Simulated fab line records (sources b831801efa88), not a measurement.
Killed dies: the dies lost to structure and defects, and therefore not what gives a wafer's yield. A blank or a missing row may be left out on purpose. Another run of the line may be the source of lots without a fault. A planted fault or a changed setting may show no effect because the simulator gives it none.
Which tool did it? ; flow sky130 ; 18 wafers from 6 lots sampled at 3 of the route's 708 steps

## WHAT EACH GAUGE READ, for each wafer
SKY_CAPM_THK_MEAS_04: measures by xrf.
lot;measured;on;CAPM_TIN_THK (nm)
L789;day 37 13:28;film-metro-03;201.4 202.1 200.9
L798;day 39 19:29;film-metro-01;202.0 203.7 204.0
L803;day 41 04:45;film-metro-01;202.1 200.8 199.7
L806;day 41 17:19;film-metro-04;202.4 201.2 203.6
L808;day 42 08:50;film-metro-01;200.4 202.4 201.9
L810;day 43 00:16;film-metro-04;198.7 200.7 199.3

## EACH LOT AND THE TOOL THAT RAN IT (in order: tool; ch and the chambers of the sampled wafers; start)
lot;SKY_METAL3_SPUTTER_00;SKY_METAL3_SPUTTER_02
L789;pvd-sputter-02, day 37 12:59;pvd-sputter-02, day 37 13:02
L798;pvd-sputter-03, day 39 19:01;pvd-sputter-03, day 39 19:04
L803;pvd-sputter-02, day 41 04:17;pvd-sputter-02, day 41 04:20
L806;pvd-sputter-02, day 41 16:50;pvd-sputter-02, day 41 16:53
L808;pvd-sputter-02, day 42 08:21;pvd-sputter-02, day 42 08:24
L810;pvd-sputter-02, day 42 23:47;pvd-sputter-02, day 42 23:50
- SKY_METAL3_SPUTTER_00: material Ti, target thk 15 nm, time 10 s.
- SKY_METAL3_SPUTTER_02: material AlCu, target thk 735 nm, time 39.1 s.

## THE ANSWER, worked out from the rows above alone
Rule: the lots themselves supply what counts as usual. Put in order of their means at a reading, lots are off if they are a third of the lots or fewer, leave a main group of 4 or more, and stand apart from it by a gap of 3 or more times the standard deviation of the main group's means; of several such gaps the widest counts. The tables above print the reading to a certain number of digits; a main group whose means all agree to those digits is not used. A lot without any number at a reading at which 4 lots or more have one is off too. Any other lot the step has rows for is counted as sound.
Across all readings shown, no lot is off: no conclusion can be drawn from this.

## WHAT WAS PUT IN BY THE SIMULATOR
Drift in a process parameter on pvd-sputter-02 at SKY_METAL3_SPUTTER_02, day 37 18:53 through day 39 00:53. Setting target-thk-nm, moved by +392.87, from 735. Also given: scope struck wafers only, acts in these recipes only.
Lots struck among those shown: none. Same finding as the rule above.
